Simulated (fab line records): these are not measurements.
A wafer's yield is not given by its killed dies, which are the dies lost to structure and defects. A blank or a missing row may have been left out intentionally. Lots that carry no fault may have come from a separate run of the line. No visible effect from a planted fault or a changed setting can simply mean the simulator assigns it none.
Matching of chambers :: flow sfq-line :: cmp-02 running SFQ_TRILAYER_I6_CMP_CMP_166: 4 sister chambers
The step polishes SiO2. 8 wafers are shown with their chamber, then 9 later ones without.

== WAFERS WITH THEIR CHAMBER ==
wafer: L370.4
chamber: 2
motor-current-A (A): 9.6
time-to-endpoint-s (s): 231

wafer: L370.6
chamber: 0
motor-current-A (A): 10.5
time-to-endpoint-s (s): 219

wafer: L372.2
chamber: 3
motor-current-A (A): 10.6
time-to-endpoint-s (s): 206

wafer: L372.1
chamber: 1
motor-current-A (A): 10.9
time-to-endpoint-s (s): 206

wafer: L372.5
chamber: 3
motor-current-A (A): 10.2
time-to-endpoint-s (s): 210

wafer: L373.2
chamber: 0
motor-current-A (A): 10.3
time-to-endpoint-s (s): 215

wafer: L373.4
chamber: 1
motor-current-A (A): 10.8
time-to-endpoint-s (s): 208

wafer: L373.6
chamber: 2
motor-current-A (A): 9.1
time-to-endpoint-s (s): 225

== WAFERS WITHOUT THEIR CHAMBER ==
wafer: L374.2
motor-current-A (A): 11.1
time-to-endpoint-s (s): 209

wafer: L374.3
motor-current-A (A): 10.9
time-to-endpoint-s (s): 219

wafer: L374.4
motor-current-A (A): 10.4
time-to-endpoint-s (s): 232

wafer: L378.1
motor-current-A (A): 10.5
time-to-endpoint-s (s): 215

wafer: L378.2
motor-current-A (A): 9.5
time-to-endpoint-s (s): 232

wafer: L378.6
motor-current-A (A): 10.6
time-to-endpoint-s (s): 216

wafer: L382.1
motor-current-A (A): 10.3
time-to-endpoint-s (s): 215

wafer: L382.5
motor-current-A (A): 10.1
time-to-endpoint-s (s): 230

wafer: L382.6
motor-current-A (A): 10.3
time-to-endpoint-s (s): 223

== CHAMBER TAKEN BY EACH ==
wafer: L374.2
from the rows above: can't be placed: 1 or 3
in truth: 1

wafer: L374.3
from the rows above: can't be placed: 0 or 1
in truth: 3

wafer: L374.4
from the rows above: can't be placed: 2 or 0
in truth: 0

wafer: L378.1
from the rows above: can't be placed: 0 or 3
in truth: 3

wafer: L378.2
from the rows above: 2
in truth: 2

wafer: L378.6
from the rows above: can't be placed: 0 or 3
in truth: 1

wafer: L382.1
from the rows above: can't be placed: 0 or 3
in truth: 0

wafer: L382.5
from the rows above: can't be placed: 2 or 0
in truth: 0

wafer: L382.6
from the rows above: 0
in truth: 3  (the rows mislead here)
Correctly placed: 1 of 9. From these rows, 7 cannot be placed; in 5 the true chamber is one of the candidates. Number placed wrongly: 1.
How it was worked out, from the rows above alone: a wafer's distance from a chamber is the root of the sum, over the readings, of the square of ((its reading less the chamber's mean) divided by the reading's scatter). The wafer belongs to the nearest chamber; if the next one is less than 2 further off, it can't be placed. A chamber's mean is the mean of its shown wafers. The scatter: the root of (the sum of the squares of (reading less its chamber's mean) over the shown wafers, divided by (wafers less chambers)).
